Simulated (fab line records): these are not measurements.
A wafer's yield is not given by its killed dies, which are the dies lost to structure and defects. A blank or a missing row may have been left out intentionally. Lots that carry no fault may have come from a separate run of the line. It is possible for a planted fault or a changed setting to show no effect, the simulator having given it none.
fab line records    flow sky130
record lots=6  wafers=18  last-day=48
route steps=708 shown METAL4@621 VIA4@639 METAL5@661 PAD_OPEN@708
lots with no fault: from the same line, run without faults
start-h: the number of hours between the record's first day and the start of the first shown wafer of the lot    wait-h: hours from the lot's prior step to this one    " as in the row above    L1.1+2: a single row standing in for several wafers    - no value, or no start given    * or withheld: withheld    < > ~ a bound
route shown NAME@n: NAME is a module with steps in the file, n the number in the route of the first one    usual: mean/standard deviation taken from wafers without a fault    same: alike in all rows    chamber/n: place in a boat    sites: the reading at each site    _std_site: standard deviation across them    _edge_site: mean of outer sites minus mean of inner sites    radius-mm: how far each site lies from the wafer's centre    mask NAME#n: copy n    behind: the last tool/chamber to shape the wafer    hold: cause of the lot's hold/its duration in hours/its outcome    device: whichever transistor did not switch (one of n, p or np)    end of line: the route-end tests of the same wafers    where a step has no rows: the recipe by itself    killed: at the first sort, the dies lost to defects and structure; wafer yield is something else    map: shows each die of a wafer: x if killed, . if not, _ if none is there
set.NAME: the setting that was run; set.NAME@STEP: the one run at that earlier step    model.NAME: the simulator's own value behind a step, which no gauge read
a table for each step, a row for each wafer; lots at some steps of the route
services: from which hour (start-h, from the record's first day; less than 0 if before it) a tool's chamber was out of use, for how many hours, and why
## steps
# step SKY_METAL4_DEHYDRATE_05
# recipe temp-c=200  time-s=60
# step SKY_METAL4_HMDS_06
# recipe prime-time-s=60  prime-temp-c=120
# step SKY_METAL4_COAT_07
# recipe resist=BARC  temp-c=withheld  time-s=withheld  spin-rpm=3000  resist-thk-nm=60
# step SKY_METAL4_COAT_08
# recipe resist=KrF-thick  spin-rpm=3000  resist-thk-nm=1140
# step SKY_METAL4_SOFTBAKE_09
# recipe temp-c=100  time-s=90  resist=KrF-thick
# step SKY_METAL4_EXPOSE_10
# recipe mask-id=MM4  na=0.68  source-shape=annular  sigma-inner=0.4  sigma-outer=0.8  target-cd-nm=300  dose-mj=28
# step SKY_METAL4_PEB_11
# recipe peb-temp-c=withheld  peb-time-s=withheld  resist=KrF-thick
# step SKY_METAL4_DEVELOP_12
# recipe develop-time-s=60  resist=KrF-thick  dev-temp-c=21
# step SKY_METAL4_CD_MEAS_13
# recipe target-cd-nm=300
# usual cd-nm=300.2/1.3
lot.wafer  tool       chamber  start-h  wait-h  cd-nm
L479.1     cd-sem-01  -        1003.23  -       300.2
L479.2     "          -        "        "       300.0
L479.4     "          -        "        "       298.6
L480.3     cd-sem-01  -        1005.12  -       297.2
L480.5     "          -        "        "       298.9
L480.6     "          -        "        "       299.3
L484.1     cd-sem-02  -        1030.78  -       300.9
L484.3     "          -        "        "       299.9
L484.4     "          -        "        "       300.9
L483.4     cd-sem-01  -        1036.42  -       302.1
L483.5     "          -        "        "       299.6
L483.6     "          -        "        "       300.8
L486.2     cd-sem-01  -        1039.15  -       298.2
L486.3     "          -        "        "       300.7
L486.6     "          -        "        "       300.9
L489.2     cd-sem-01  -        1068.35  -       302.7
L489.4     "          -        "        "       300.4
L489.5     "          -        "        "       302.5
# step SKY_METAL4_OVL_MEAS_14
# usual METAL4_OVL=2/5.7
lot.wafer  tool        chamber  start-h  wait-h  METAL4_OVL[nm]
L479.1     overlay-02  -        1003.35  0.1     2
L479.2     "           -        "        "       -6
L479.4     "           -        "        "       -5
L480.3     overlay-02  -        1005.21  0.1     -4
L480.5     "           -        "        "       -2
L480.6     "           -        "        "       2
L484.1     overlay-02  -        1030.90  0.1     -2
L484.3     "           -        "        "       4
L484.4     "           -        "        "       -1
L483.4     overlay-01  -        1036.50  0.1     -1
L483.5     "           -        "        "       14
L483.6     "           -        "        "       2
L486.2     overlay-01  -        1039.26  0.1     -17
L486.3     "           -        "        "       -5
L486.6     "           -        "        "       0
L489.2     overlay-01  -        1068.46  0.1     -3
L489.4     "           -        "        "       -2
L489.5     "           -        "        "       13
# step SKY_METAL4_DESCUM_15
# recipe chemistry=O2  source-power-w=150  bias-power-w=0  pressure-mtorr=10  temp-c=40  time-s=8
# usual drypump-motor-current-A=5.7/0.51  oes-product-au=1.004/0.016
lot.wafer  tool          chamber  start-h  wait-h  drypump-motor-current-A  oes-product-au  rf-hours-counter-h
L479.1     rie-metal-01  1        1003.39  0.0     6.6                      1.004           5
L479.2     "             0        "        "       5.4                      1.022           10
L479.4     "             0        "        "       5.4                      1.027           -
L480.3     rie-metal-02  1        1005.25  0.0     5.7                      0.977           -
L480.5     "             1        "        "       5.7                      0.974           -
L480.6     "             0        "        "       4.8                      0.997           -
L484.1     rie-metal-02  1        1030.94  0.0     5.7                      0.977           21
L484.3     "             0        "        "       4.8                      1.005           -
L484.4     "             1        "        "       5.7                      0.979           -
L483.4     rie-metal-04  0        1036.53  0.0     5.7                      1.008           -
L483.5     "             1        "        "       5.8                      1.019           -
L483.6     "             0        "        "       5.7                      1.007           -
L486.2     rie-metal-04  0        1039.29  0.0     5.7                      1.002           7
L486.3     "             1        "        "       5.8                      1.012           -
L486.6     "             1        "        "       5.8                      1.007           -
L489.2     rie-metal-04  0        1068.49  0.0     5.7                      1.002           9
L489.4     "             1        "        "       5.8                      1.014           -
L489.5     "             0        "        "       5.7                      1.008           -
# step SKY_METAL4_ETCH_16
# recipe chemistry=N2/H2  target=BARC  ion-energy-ev=200  bias-w=100  pressure-mtorr=30  n2-flow-sccm=100  h2-flow-sccm=200  icp-w=500  stop-on=SiO2  time-s=88.2  target-depth-a=600
# step SKY_METAL4_ETCH_17
# recipe target=SiO2  stop-on=TiN  chemistry=C4F8/O2/Ar  source-w=1500  bias-w=1200  pressure-mtorr=40  c4f8-flow-sccm=withheld  O2_flow_sccm=6  Ar_flow_sccm=300  time-s=3.9  target-depth-a=150
# usual oes-product-au=0.757/0.0075
lot.wafer  tool         chamber  start-h  wait-h  oes-product-au  rf-hours-counter-h
L479.1     rie-diel-03  2        1003.52  0.1     0.764           14
L479.2     "            0        "        "       0.757           12
L479.4     "            3        "        "       0.759           11
L480.3     rie-diel-03  2        1005.37  0.0     0.757           15
L480.5     "            2        "        "       0.768           -
L480.6     "            1        "        "       0.750           -
L484.1     rie-diel-02  2        1031.07  0.1     0.758           14
L484.3     "            3        "        "       0.748           16
L484.4     "            0        "        "       0.754           5
L483.4     rie-diel-02  2        1036.66  0.0     0.761           -
L483.5     "            3        "        "       0.754           -
L483.6     "            1        "        "       0.758           -
L486.2     rie-diel-02  1        1039.42  0.1     0.750           15
L486.3     "            3        "        "       0.751           16
L486.6     "            3        "        "       0.762           -
L489.2     rie-diel-02  2        1068.62  0.1     0.750           15
L489.4     "            3        "        "       0.763           17
L489.5     "            1        "        "       0.767           -
# step SKY_METAL4_METAL_ETCH_18
# recipe target-depth-a=8450  stop-on=SiO2  over-etch-frac=0.3  time-s=183.1  chemistry=Cl2/BCl3  resist-sidewall-deg=88  pressure-mtorr=10  icp-w=900  bias-w=48.5  Cl2_flow_sccm=60  bcl3-flow-sccm=30
# usual drypump-motor-current-A=5.7/0.51  oes-product-au=0.867/0.0069  throttle-valve-pct=22.265/0.0099
lot.wafer  tool          chamber  start-h  wait-h  drypump-motor-current-A  oes-product-au  rf-hours-counter-h  throttle-valve-pct
L479.1     rie-metal-04  1        1003.54  0.0     5.8                      0.878           21                  22.259
L479.2     "             0        "        "       5.7                      0.872           5                   22.254
L479.4     "             1        "        "       5.8                      0.868           -                   22.284
L480.3     rie-metal-01  0        1005.45  0.1     5.5                      0.872           -                   22.262
L480.5     "             1        "        "       6.6                      0.858           -                   22.265
L480.6     "             0        "        "       5.4                      0.870           -                   22.269
L484.1     rie-metal-04  1        1031.09  0.0     5.8                      0.864           22                  22.262
L484.3     "             1        "        "       5.8                      0.879           -                   22.262
L484.4     "             0        "        "       5.7                      0.871           -                   22.269
L483.4     rie-metal-01  1        1036.73  0.1     6.6                      0.861           -                   22.264
L483.5     "             1        "        "       6.6                      0.864           -                   22.294
L483.6     "             0        "        "       5.5                      0.862           -                   22.259
L486.2     rie-metal-01  0        1039.44  0.0     5.4                      0.868           12                  22.272
L486.3     "             1        "        "       6.6                      0.878           -                   22.254
L486.6     "             1        "        "       6.6                      0.875           -                   22.271
L489.2     rie-metal-01  1        1068.64  0.0     6.6                      0.877           9                   22.261
L489.4     "             0        "        "       5.5                      0.865           -                   22.273
L489.5     "             1        "        "       6.6                      0.872           -                   22.267
# step SKY_METAL4_STRIP_19
# recipe chemistry=O2/N2  power-w=1400  pressure-mtorr=1500  platen-temp-c=withheld  o2-flow-sccm=3000  n2-flow-sccm=300  overash-fraction=0.5
# step SKY_METAL4_STRIP_20
# recipe chemistry=post-etch-residue-remover  time-s=1200  temp-c=72.5
# step SKY_METAL4_CLEAN_21
# recipe chemistry=IPA  time-s=180  temp-c=25
# step SKY_METAL4_CLEAN_22
# recipe chemistry=O3/DIW  dry=n2-spin
# step SKY_VIA4_HDPCVD_00
# recipe material=SiO2  target-thk-nm=1750  sigma-open-frac=0.3  time-s=291.7  temp-c=400  sih4-flow-sccm=60  pressure-mtorr=6
# step SKY_VIA4_THK_MEAS_01
# recipe reads=SiO2_of_VIA4_HDPCVD_00
# usual VIA4_HDPCVD_THK=1749/16
lot.wafer  tool           chamber  start-h  wait-h  VIA4_HDPCVD_THK[nm]
L479.1     film-metro-04  -        1004.48  0.1     1755
L479.2     "              -        "        "       1769
L479.4     "              -        "        "       1761
L480.3     film-metro-04  -        1006.35  0.1     1746
L480.5     "              -        "        "       1751
L480.6     "              -        "        "       1757
L484.1     film-metro-04  -        1032.03  0.1     1742
L484.3     "              -        "        "       1737
L484.4     "              -        "        "       1763
L483.4     film-metro-04  -        1037.64  0.0     1744
L483.5     "              -        "        "       1764
L483.6     "              -        "        "       1788
L486.2     film-metro-04  -        1040.49  0.1     1733
L486.3     "              -        "        "       1754
L486.6     "              -        "        "       1771
L489.2     film-metro-01  -        1069.63  0.1     1750
L489.4     "              -        "        "       1719
L489.5     "              -        "        "       1748
# step SKY_VIA4_CMP_02
# recipe material=SiO2  down-force-psi=4  platen-rpm=60  pad-velocity-m-s=0.94248
# step SKY_VIA4_BOW_MEAS_03
# recipe mode=bow
# usual VIA4_BOW=78/7.2
lot.wafer  tool           chamber  start-h  wait-h  VIA4_BOW[um]
L479.1     film-metro-02  -        1004.84  0.2     78
L479.2     "              -        "        "       71
L479.4     "              -        "        "       63
L480.3     film-metro-04  -        1006.73  0.3     68
L480.5     "              -        "        "       83
L480.6     "              -        "        "       83
L484.1     film-metro-01  -        1032.39  0.1     79
L484.3     "              -        "        "       83
L484.4     "              -        "        "       78
L483.4     film-metro-04  -        1038.03  0.2     80
L483.5     "              -        "        "       85
L483.6     "              -        "        "       87
L486.2     film-metro-02  -        1040.86  0.2     72
L486.3     "              -        "        "       73
L486.6     "              -        "        "       79
L489.2     film-metro-04  -        1070.00  0.3     85
L489.4     "              -        "        "       76
L489.5     "              -        "        "       87
# step SKY_VIA4_DEHYDRATE_04
# recipe temp-c=200  time-s=60
# step SKY_VIA4_HMDS_05
# recipe prime-time-s=60  prime-temp-c=120
# step SKY_VIA4_COAT_06
# recipe resist=NOVOLAK  spin-rpm=3000  resist-thk-nm=1140
# step SKY_VIA4_SOFTBAKE_07
# recipe temp-c=90  time-s=60  resist=NOVOLAK
# step SKY_VIA4_EXPOSE_08
# recipe mask-id=VIM4  na=0.6  source-shape=conventional  sigma-outer=0.6  polarization=unpolarized  target-cd-nm=800  dose-mj=132
# step SKY_VIA4_PEB_09
# recipe temp-c=withheld  time-s=*  resist=NOVOLAK
# step SKY_VIA4_DEVELOP_10
# recipe resist=NOVOLAK  developer=TMAH  develop-time-s=60  dev-temp-c=23
# step SKY_VIA4_OVL_MEAS_11
# usual VIA4_OVL=-0.1/1.4
lot.wafer  tool        chamber  start-h  wait-h  VIA4_OVL[nm]
L479.1     overlay-02  -        1027.28  0.1     -1.3
L479.2     "           -        "        "       0.4
L479.4     "           -        "        "       0.2
L480.3     overlay-02  -        1029.79  0.1     -0.4
L480.5     "           -        "        "       0.8
L480.6     "           -        "        "       0.4
L484.1     overlay-02  -        1053.90  0.1     2.2
L484.3     "           -        "        "       2.7
L484.4     "           -        "        "       3.6
L483.4     overlay-02  -        1059.75  0.1     1.2
L483.5     "           -        "        "       1.9
L483.6     "           -        "        "       1.1
L486.2     overlay-02  -        1062.59  0.1     0.9
L486.3     "           -        "        "       1.9
L486.6     "           -        "        "       0.0
L489.2     overlay-02  -        1091.09  0.1     2.0
L489.4     "           -        "        "       0.3
L489.5     "           -        "        "       -0.3
# step SKY_VIA4_ETCH_12
# recipe target=SiO2  chemistry=C4F8/O2/Ar  stop-on=TiN  mask-material=NOVOLAK  source-w=1500  bias-w=1200  pressure-mtorr=40  c4f8-flow-sccm=withheld  O2_flow_sccm=6  Ar_flow_sccm=300  time-s=withheld  target-depth-a=5800
# step SKY_VIA4_STRIP_13
# recipe chemistry=O2/N2  power-w=1400  pressure-mtorr=1500  platen-temp-c=withheld  o2-flow-sccm=3000  n2-flow-sccm=300  overash-fraction=0.5
# step SKY_VIA4_STRIP_14
# recipe chemistry=post-etch-residue-remover  time-s=1200  temp-c=72.5
# step SKY_VIA4_CLEAN_15
# recipe chemistry=IPA  time-s=180  temp-c=25
# step SKY_VIA4_CLEAN_16
# recipe chemistry=O3/DIW  dry=n2-spin
# step SKY_VIA4_SPUTTER_17
# recipe material=TiN  target-thk-nm=20  chamber-pressure-pa=5  power-w=4000  time-s=80
# usual throttle-valve-pct=29.3/1.1
lot.wafer  tool            chamber  start-h  wait-h  throttle-valve-pct
L479.1     pvd-sputter-01  -        1027.98  0.0     28.8
L479.2     "               -        "        "       29.3
L479.4     "               -        "        "       29.1
L480.3     pvd-sputter-03  -        1030.48  0.0     29.5
L480.5     "               -        "        "       29.3
L480.6     "               -        "        "       27.1
L484.1     pvd-sputter-03  -        1054.60  0.0     27.2
L484.3     "               -        "        "       29.5
L484.4     "               -        "        "       29.3
L483.4     pvd-sputter-03  -        1060.43  0.0     29.3
L483.5     "               -        "        "       29.7
L483.6     "               -        "        "       27.3
L486.2     pvd-sputter-01  -        1063.28  0.0     29.3
L486.3     "               -        "        "       29.2
L486.6     "               -        "        "       28.7
L489.2     pvd-sputter-03  -        1091.78  0.0     27.3
L489.4     "               -        "        "       29.6
L489.5     "               -        "        "       29.4
# step SKY_VIA4_CVD_18
# recipe material=W  target-thk-nm=505  time-s=152.14  temp-c=400  pressure-torr=40
# step SKY_VIA4_RS_MEAS_19
# recipe thk-meas-gauge=four-point-probe  reads=W_of_VIA4_CVD_18+TiN_of_VIA4_SPUTTER_17
# usual VIA4_W_RS=0.2271/0.0023
lot.wafer  tool           chamber  start-h  wait-h  VIA4_W_RS[ohm/sq]
L479.1     film-metro-01  -        1028.19  0.1     0.2274
L479.2     "              -        "        "       0.2272
L479.4     "              -        "        "       0.2276
L480.3     film-metro-01  -        1030.73  0.1     0.2262
L480.5     "              -        "        "       0.2257
L480.6     "              -        "        "       0.2284
L484.1     film-metro-02  -        1054.81  0.1     0.2276
L484.3     "              -        "        "       0.2265
L484.4     "              -        "        "       0.2270
L483.4     film-metro-01  -        1060.70  0.1     0.2331
L483.5     "              -        "        "       0.2292
L483.6     "              -        "        "       0.2250
L486.2     film-metro-01  -        1063.51  0.1     0.2263
L486.3     "              -        "        "       0.2275
L486.6     "              -        "        "       0.2255
L489.2     film-metro-02  -        1092.01  0.1     0.2315
L489.4     "              -        "        "       0.2288
L489.5     "              -        "        "       0.2279
# step SKY_VIA4_THK_MEAS_20
# recipe thk-meas-gauge=xrf  reads=W_of_VIA4_CVD_18
# usual VIA4_W_THK=486/7.5
lot.wafer  tool           chamber  start-h  wait-h  VIA4_W_THK[nm]
L479.1     film-metro-01  -        1028.31  0.1     491
L479.2     "              -        "        "       492
L479.4     "              -        "        "       492
L480.3     film-metro-01  -        1030.83  0.1     493
L480.5     "              -        "        "       498
L480.6     "              -        "        "       491
L484.1     film-metro-02  -        1054.93  0.1     483
L484.3     "              -        "        "       486
L484.4     "              -        "        "       484
L483.4     film-metro-01  -        1060.79  0.1     479
L483.5     "              -        "        "       486
L483.6     "              -        "        "       496
L486.2     film-metro-01  -        1063.62  0.1     490
L486.3     "              -        "        "       491
L486.6     "              -        "        "       495
L489.2     film-metro-02  -        1092.12  0.1     474
L489.4     "              -        "        "       484
L489.5     "              -        "        "       486
# step SKY_VIA4_CMP_21
# recipe stop-on=SiO2  t-overpolish-s=25  down-force-psi=3.5  platen-rpm=60  target-thk-nm=0  pad-velocity-m-s=0.94248
# usual motor-current-A=11.0/1.2  overpolish-run-s=25.001/0.0096  time-to-endpoint-s=123/5
lot.wafer  tool    chamber  start-h  wait-h  motor-current-A  overpolish-run-s  time-to-endpoint-s
L479.4     cmp-01  2        1028.44  0.1     10.4             25.027            124
L479.2     "       3        "        "       11.2             25.009            117
L479.1     "       0        "        "       10.6             25.003            117
L480.3     cmp-02  1        1030.92  0.1     12.5             24.994            128
L480.5     "       0        "        "       11.7             24.993            124
L480.6     "       1        "        "       13.0             24.990            125
L484.1     cmp-02  0        1055.02  0.1     11.8             24.997            130
L484.3     "       2        "        "       9.2              24.984            117
L484.4     "       3        "        "       10.6             25.008            122
L483.4     cmp-01  3        1060.97  0.2     11.4             24.987            117
L483.6     "       0        "        "       10.0             25.017            131
L483.5     "       1        "        "       10.8             25.000            125
L486.2     cmp-01  0        1063.72  0.1     10.6             24.992            127
L486.3     "       1        "        "       10.3             24.996            126
L486.6     "       0        "        "       11.2             24.988            128
L489.4     cmp-02  3        1092.17  0.0     10.3             24.994            123
L489.2     "       1        "        "       12.7             24.991            126
L489.5     "       3        "        "       11.1             24.991            122
# step SKY_METAL5_SPUTTER_00
# recipe material=Ti  target-thk-nm=15  power-w=3000  time-s=10  chamber-pressure-pa=0.4
# step SKY_METAL5_SPUTTER_01
# recipe material=TiN  target-thk-nm=20  power-w=6500  time-s=16.7  chamber-pressure-pa=0.4
# usual throttle-valve-pct=29.8/0.73
lot.wafer  tool            chamber  start-h  wait-h  throttle-valve-pct
L479.1     pvd-sputter-04  -        1028.72  0.0     31.1
L479.2     "               -        "        "       29.6
L479.4     "               -        "        "       30.4
L480.3     pvd-sputter-02  -        1031.20  0.0     29.8
L480.5     "               -        "        "       30.8
L480.6     "               -        "        "       28.9
L484.1     pvd-sputter-01  -        1055.34  0.0     31.1
L484.3     "               -        "        "       29.2
L484.4     "               -        "        "       28.8
L483.4     pvd-sputter-02  -        1061.15  0.0     30.0
L483.5     "               -        "        "       28.9
L483.6     "               -        "        "       30.8
L486.2     pvd-sputter-02  -        1064.00  0.0     29.7
L486.3     "               -        "        "       30.0
L486.6     "               -        "        "       29.0
L489.2     pvd-sputter-02  -        1092.50  0.0     28.7
L489.4     "               -        "        "       30.0
L489.5     "               -        "        "       29.9
# step SKY_PAD_OPEN_PROBE_99
# usual defect-limited-yield=82.5/1.9  killed_at_M0_to_M3=43/6.8  killed_at_M4_up=3.0/1.6  killed-at-contacts=25/6  killed-at-front-end=15/4.4  killed-at-other=0.3/0.52  killed-dies=86/9.6  killed-open=47/6.7  killed-short=39/6.8  sort_bin_3_pad_short=0.9/0.43  sort_bin_5_function=10.3/1.5  sort_bin_6_memory=6.3/1.1  sort-n-pass=406/9.6  sort-yield-pct=82.5/1.9
# same gross-dies=492  killed-at-back-side=0  sort_bin_4_leakage[%]=0  sort_bin_8_speed[%]=0
lot.wafer  tool       chamber  start-h  wait-h  defect-limited-yield[%]  killed_at_M0_to_M3  killed_at_M4_up  killed-at-contacts  killed-at-front-end  killed-at-other  killed-dies  killed-open  killed-short  sort_bin_3_pad_short[%]  sort_bin_5_function[%]  sort_bin_6_memory[%]  sort-n-pass  sort-yield-pct[%]  model.etest.met4-comb.leak-log10-a-um
L479.1     prober-01  -        1096.65  0.1     83.3                     40                  3                27                  12                   0                82           50           32            0.6                      10.2                    5.9                   410          83.3               -11.99
L479.2     prober-01  -        1096.70  0.1     82.3                     45                  0                23                  19                   0                87           45           41            1.0                      11.6                    5.1                   405          82.3               -11.97
L479.4     prober-01  -        1096.80  0.2     81.5                     42                  3                29                  17                   0                91           48           43            0.2                      11.0                    7.3                   401          81.5               -11.86
L480.3     prober-02  -        1098.01  0.2     85.4                     34                  4                21                  13                   0                72           47           25            1.0                      9.1                     4.5                   420          85.4               -12.11
L480.5     prober-02  -        1098.11  0.2     84.6                     35                  3                26                  12                   0                76           42           34            0.4                      8.9                     6.1                   416          84.6               -11.91
L480.6     prober-02  -        1098.16  0.2     83.7                     43                  1                25                  11                   0                80           53           27            0.8                      9.1                     6.3                   412          83.7               -12.11
L484.1     prober-01  -        1121.06  0.1     83.3                     43                  1                27                  11                   0                82           45           37            0.6                      10.0                    6.1                   410          83.3               -12.03
L484.3     prober-01  -        1121.16  0.2     82.7                     48                  2                24                  11                   0                85           44           41            0.6                      10.6                    6.1                   407          82.7               -11.76
L484.4     prober-01  -        1121.21  0.2     83.1                     42                  3                28                  9                    1                83           43           40            1.2                      8.5                     7.1                   409          83.1               -11.97
L483.4     prober-02  -        1126.96  0.2     79.7                     43                  3                37                  16                   1                100          54           45            1.2                      12.2                    6.9                   392          79.7               -12.21
L483.5     prober-02  -        1127.01  0.2     83.1                     37                  3                28                  15                   0                83           48           35            0.8                      8.7                     7.3                   409          83.1               -11.93
L483.6     prober-02  -        1127.06  0.2     81.3                     43                  1                32                  16                   0                92           59           33            1.6                      10.8                    6.3                   400          81.3               -11.84
L486.2     prober-02  -        1128.36  0.1     80.9                     41                  3                33                  17                   0                94           48           46            1.0                      11.6                    6.5                   398          80.9               -11.97
L486.3     prober-02  -        1128.41  0.2     81.1                     43                  3                25                  22                   0                93           53           39            0                        11.6                    7.3                   399          81.1               -12.16
L486.6     prober-02  -        1128.56  0.2     83.7                     46                  1                23                  10                   0                80           38           42            1.0                      8.9                     6.3                   412          83.7               -11.08
L489.2     prober-02  -        1155.90  0.1     83.5                     34                  2                33                  12                   0                81           41           40            0.6                      8.9                     6.9                   411          83.5               -12.07
L489.4     prober-02  -        1156.00  0.2     83.7                     46                  8                16                  10                   0                80           41           39            0.8                      11.0                    4.5                   412          83.7               -11.79
L489.5     prober-02  -        1156.05  0.2     85.6                     37                  2                20                  12                   0                71           45           26            0.6                      9.6                     4.3                   421          85.6               -11.83
# killed by level:class
L479.1 VIA1:geometric-particle:open=12 CONTACT:geometric-particle:open=12 LI_CONTACT:geometric-particle:open=6 POLY_GATE:geometric-particle:open=5 METAL1:geometric-particle:short=5 CONTACT:geometric-particle:short=4 VIA1:geometric-particle:short=4 VIA2:geometric-particle:short=3
L479.2 CONTACT:geometric-particle:open=10 VIA1:geometric-particle:open=7 METAL2:geometric-particle:short=7 VIA3:geometric-particle:open=7 FIELD_ISO:geometric-particle:short=5 POLY_GATE:geometric-particle:open=5 LOCAL_INTERCONNECT:geometric-particle:short=4 METAL1:geometric-particle:short=4
L479.4 CONTACT:geometric-particle:open=12 VIA3:geometric-particle:open=9 METAL2:geometric-particle:short=9 VIA1:geometric-particle:open=8 CONTACT:geometric-particle:short=6 VIA2:geometric-particle:open=6 FIELD_ISO:geometric-particle:open=4 POLY_GATE:geometric-particle:short=4
L480.3 CONTACT:geometric-particle:open=11 VIA2:geometric-particle:open=10 VIA1:geometric-particle:open=9 LI_CONTACT:geometric-particle:open=6 FIELD_ISO:geometric-particle:short=5 METAL4:geometric-particle:short=4 METAL1:geometric-particle:short=4 VIA3:geometric-particle:open=4
L480.5 CONTACT:geometric-particle:open=10 LI_CONTACT:geometric-particle:open=8 VIA2:geometric-particle:open=5 POLY_GATE:geometric-particle:open=5 VIA1:geometric-particle:short=5 METAL3:geometric-particle:short=5 VIA3:geometric-particle:open=5 LOCAL_INTERCONNECT:geometric-particle:short=4
L480.6 VIA1:geometric-particle:open=15 CONTACT:geometric-particle:open=11 VIA2:geometric-particle:open=8 VIA3:geometric-particle:open=6 METAL2:geometric-particle:short=6 FIELD_ISO:geometric-particle:open=5 LI_CONTACT:geometric-particle:open=5 LOCAL_INTERCONNECT:geometric-particle:short=5
L484.1 VIA1:geometric-particle:open=10 CONTACT:geometric-particle:open=9 METAL1:geometric-particle:short=6 LI_CONTACT:geometric-particle:open=5 VIA1:geometric-particle:short=5 METAL2:geometric-particle:short=5 LOCAL_INTERCONNECT:geometric-particle:short=4 CONTACT:geometric-particle:short=4
L484.3 VIA1:geometric-particle:open=14 VIA2:geometric-particle:open=9 CONTACT:geometric-particle:short=8 METAL3:geometric-particle:short=6 METAL1:geometric-particle:short=6 LI_CONTACT:geometric-particle:open=5 POLY_GATE:geometric-particle:short=4 CONTACT:geometric-particle:open=4
L484.4 VIA1:geometric-particle:open=10 LI_CONTACT:geometric-particle:open=9 METAL1:geometric-particle:short=9 CONTACT:geometric-particle:short=8 CONTACT:geometric-particle:open=8 VIA3:geometric-particle:open=7 METAL2:geometric-particle:short=5 METAL3:geometric-particle:short=5
L483.4 CONTACT:geometric-particle:open=12 VIA1:geometric-particle:open=9 VIA1:geometric-particle:short=9 LI_CONTACT:geometric-particle:open=8 CONTACT:geometric-particle:short=8 LI_CONTACT:geometric-particle:short=5 VIA2:geometric-particle:open=5 FIELD_ISO:geometric-particle:open=4
L483.5 VIA1:geometric-particle:open=9 LI_CONTACT:geometric-particle:open=8 CONTACT:geometric-particle:open=7 VIA3:geometric-particle:open=7 FIELD_ISO:geometric-particle:open=5 VIA2:geometric-particle:open=5 CONTACT:geometric-particle:short=5 METAL1:geometric-particle:short=5
L483.6 CONTACT:geometric-particle:open=14 VIA3:geometric-particle:open=9 VIA1:geometric-particle:open=9 LI_CONTACT:geometric-particle:short=8 LI_CONTACT:geometric-particle:open=7 FIELD_ISO:geometric-particle:open=5 VIA2:geometric-particle:open=5 FIELD_ISO:geometric-particle:short=4
L486.2 VIA1:geometric-particle:open=11 CONTACT:geometric-particle:open=10 LI_CONTACT:geometric-particle:open=8 POLY_GATE:geometric-particle:short=5 CONTACT:geometric-particle:short=5 METAL3:geometric-particle:short=5 LI_CONTACT:geometric-particle:short=4 LOCAL_INTERCONNECT:geometric-particle:short=4
L486.3 CONTACT:geometric-particle:open=10 VIA1:geometric-particle:open=9 VIA2:geometric-particle:open=9 METAL2:geometric-particle:short=7 FIELD_ISO:geometric-particle:open=6 POLY_GATE:geometric-particle:open=6 POLY_GATE:geometric-particle:short=5 LI_CONTACT:geometric-particle:open=5
L486.6 METAL2:geometric-particle:short=7 CONTACT:geometric-particle:open=7 VIA3:geometric-particle:open=7 METAL3:geometric-particle:short=6 VIA3:geometric-particle:short=6 LI_CONTACT:geometric-particle:short=5 VIA1:geometric-particle:open=5 VIA2:geometric-particle:open=5
L489.2 CONTACT:geometric-particle:open=11 VIA1:geometric-particle:open=9 LOCAL_INTERCONNECT:geometric-particle:short=7 LI_CONTACT:geometric-particle:short=6 VIA2:geometric-particle:open=6 METAL2:geometric-particle:short=5 POLY_GATE:geometric-particle:short=4 LI_CONTACT:geometric-particle:open=4
L489.4 VIA2:geometric-particle:open=9 CONTACT:geometric-particle:open=7 METAL4:geometric-particle:short=7 VIA1:geometric-particle:open=7 VIA3:geometric-particle:open=7 METAL1:geometric-particle:short=6 METAL2:geometric-particle:short=5 CONTACT:geometric-particle:short=4
L489.5 CONTACT:geometric-particle:open=12 VIA1:geometric-particle:open=9 METAL2:geometric-particle:short=6 VIA3:geometric-particle:open=6 VIA2:geometric-particle:open=6 VIA1:geometric-particle:short=5 LI_CONTACT:geometric-particle:open=4 FIELD_ISO:geometric-particle:short=3
## services
tool            chamber  start-h  hours  kind
rie-diel-02     -        994.00   14.6   pm
rie-metal-04    0        1019.67  4.6    repair
pvd-sputter-04  -        1029.32  9.2    repair
rie-diel-02     0        1035.58  21.4   repair
rie-diel-03     -        1073.55  1.0    repair
rie-diel-03     3        1076.25  5.1    repair
cmp-02          -        1077.02  0.2    repair
cmp-02          -        1077.90  8.1    repair
rie-metal-02    0        1078.38  8.6    repair
rie-metal-04    1        1078.42  -      clean
rie-metal-04    1        1078.42  14.0   scheduled-down
rie-metal-04    1        1078.42  14.0   vent-cycle
rie-metal-04    -        1079.31  11.2   repair
rie-diel-02     3        1079.80  22.2   repair
cmp-01          -        1084.00  4.0    pm
cmp-01          -        1088.00  -      consumable-replace:conditioner
cmp-01          -        1088.00  -      consumable-replace:pad
rie-diel-03     3        1089.13  3.1    repair
pvd-sputter-01  -        1090.49  6.5    repair
## key
first-sign none at tools or gauges
model-effect step=SKY_PAD_OPEN_PROBE_99  value=etest.met4-comb.leak-log10-a-um  without=-11.97  struck=-11.57
met-at SKY_METAL4_ETCH_17
struck-wafers L486.6,L489.4,L489.5
onset-between 1036.66 1039.42
fault kind=process-parameter-drift  tool=rie-diel-02  chamber=-  onset-h=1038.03  steps=SKY_METAL4_ETCH_17  channel=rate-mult  offset=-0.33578  shape=step  end-h=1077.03  scope=struck-wafers-only
